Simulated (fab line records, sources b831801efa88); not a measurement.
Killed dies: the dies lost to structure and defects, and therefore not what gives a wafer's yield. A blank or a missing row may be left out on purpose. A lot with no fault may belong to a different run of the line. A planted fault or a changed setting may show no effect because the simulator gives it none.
Which of the tools did it? -- flow sfq line -- 42 wafers from 14 lots sampled at 4 of the route's 325 steps

== WHAT THE GAUGES SHOWED, per wafer ==
SFQ_R5_OVL_MEAS_935.
lot,measured,on,R5_OVL (nm)
L137,day 60 07:28,overlay-01,-3 -5 -3
L138,day 64 02:48,overlay-01,-2 4 3
L139,day 64 04:07,overlay-01,-3 1 0
L140,day 64 05:21,overlay-01,3 6 1
L141,day 64 06:32,overlay-01,-4 -10 -4
L142,day 64 07:43,overlay-01,-1 3 5
L143,day 64 18:19,overlay-02,-12 -12 -11
L144,day 65 03:16,overlay-01,2 1 1
L145,day 66 08:07,overlay-02,5 1 4
L146,day 66 11:41,overlay-01,4 0 2
L147,day 69 01:55,overlay-02,-1 -5 -11
L158,day 79 06:41,overlay-02,-4 -4 2
L159,day 79 16:24,overlay-01,-10 -3 -2
L160,day 79 18:48,overlay-01,-4 -2 0

SFQ_I7_BOW_MEAS_946.
lot,measured,on,I7_BOW (um)
L137,day 71 22:34,film metro-04,-2 -6 5
L138,day 72 05:09,film metro-02,-1 -2 -2
L139,day 73 03:45,film metro-04,0 -15 -7
L140,day 73 04:57,film metro-02,-4 15 15
L141,day 73 06:47,film metro-03,24 12 24
L142,day 73 07:57,film metro-04,17 5 13
L143,day 76 03:43,film metro-04,6 12 -5
L144,day 76 11:03,film metro-03,-3 0 0
L145,day 76 06:44,film metro-04,9 18 12
L146,day 76 14:04,film metro-02,14 18 21
L147,day 81 15:19,film metro-04,-11 -5 2
L158,day 89 12:16,film metro-02,-2 10 9
L159,day 89 18:15,film metro-03,28 21 15
L160,day 90 09:24,film metro-04,15 6 4

SFQ_M8_BOW_MEAS_951.
lot,measured,on,M8_BOW (um)
L137,day 76 15:52,film metro-01,-2 -4 5
L138,day 76 21:52,film metro-01,1 1 1
L139,day 77 20:47,film metro-04,1 -12 -6
L140,day 78 09:35,film metro-01,-2 17 16
L141,day 78 12:01,film metro-04,26 13 26
L142,day 78 13:11,film metro-03,19 6 15
L143,day 80 06:54,film metro-03,6 11 -3
L144,day 80 23:08,film metro-03,-3 2 -1
L145,day 80 21:57,film metro-01,10 19 13
L146,day 81 00:21,film metro-03,15 18 21
L147,day 83 05:10,film metro-04,-9 -3 2
L158,day 89 21:58,film metro-04,0 11 10
L159,day 90 02:55,film metro-04,29 21 16
L160,day 93 11:20,film metro-03,15 7 4

== WHICH TOOL RAN EACH LOT (tool, then ch and the chambers of the sampled wafers, then the start) ==
lot,SFQ_TRILAYER_M8_LITHO_DEVELOP_195
L137,"litho track-02 ch 0, day 76 14:35"
L138,"litho track-03 ch 0, day 76 20:35"
L139,"litho track-01 ch 0, day 77 19:31"
L140,"litho track-03 ch 0, day 78 08:17"
L141,"litho track-01 ch 0, day 78 10:44"
L142,"litho track-01 ch 0, day 78 11:53"
L143,"litho track-01 ch 0, day 80 05:37"
L144,"litho track-03 ch 0, day 80 21:52"
L145,"litho track-03 ch 0, day 80 20:41"
L146,"litho track-03 ch 0, day 80 23:05"
L147,"litho track-03 ch 0, day 83 03:54"
L158,"litho track-02, day 89 20:42"
L159,"litho track-01, day 90 01:38"
L160,"litho track-02 ch 0, day 93 10:04"
- SFQ_TRILAYER_M8_LITHO_DEVELOP_195: img clear 15 s, time 55 s.

== AS READ BY THE TOOLS THEMSELVES (means over the sampled wafers that have a number; for cases with no such wafer, the mark the record gives instead) ==
SFQ_TRILAYER_M8_LITHO_DEVELOP_195.
lot,tool,chill plate temp C (C),exhaust pa (Pa)
L137,litho track-02,23.07,44.9
L138,litho track-03,22.95,44.7
L139,litho track-01,22.88,44.7
L140,litho track-03,22.86,45.4
L141,litho track-01,23.10,44.9
L142,litho track-01,22.88,45.4
L143,litho track-01,22.90,45.9
L144,litho track-03,22.82,46.1
L145,litho track-03,22.91,45.1
L146,litho track-03,22.98,44.7
L147,litho track-03,23.02,44.0
L158,litho track-02,-,-
L159,litho track-01,-,-
L160,litho track-02,23.12,45.3

== THE ANSWER, worked out from the rows above alone ==
Rule: the usual values come from the lots themselves. The widest of any qualifying gaps counts: lots, ordered by their means at a reading, are off when they make up no more than a third of the lots, leave a main group of 4 or more, and stand apart from it by 3 or more times the standard deviation of that group's means. Not used: any main group whose means are identical at the precision the tables above print for the reading. Also off: a lot with no number at a reading for which 4 or more lots have one. Any other lot the step has rows for is counted as sound. First the gauges in route order, then the tools' own readings, where a lot's mean is used as printed above. At the first step where some lot is off, the reading lying furthest off is the one used; lots without a number count as furthest.
Off: L158, L159, at SFQ_TRILAYER_M8_LITHO_DEVELOP_195 (chill plate temp C). Without a number there: L158, L159. Mean 22.96 C and standard deviation 0.096 in the main group.
If a tool, at that step or one of the process steps before it, ran each lot that is off and ran no sound lot following the first of them, it fits. Not one of the candidates tried fits.

== WHAT THE SIMULATOR HAD INSERTED ==
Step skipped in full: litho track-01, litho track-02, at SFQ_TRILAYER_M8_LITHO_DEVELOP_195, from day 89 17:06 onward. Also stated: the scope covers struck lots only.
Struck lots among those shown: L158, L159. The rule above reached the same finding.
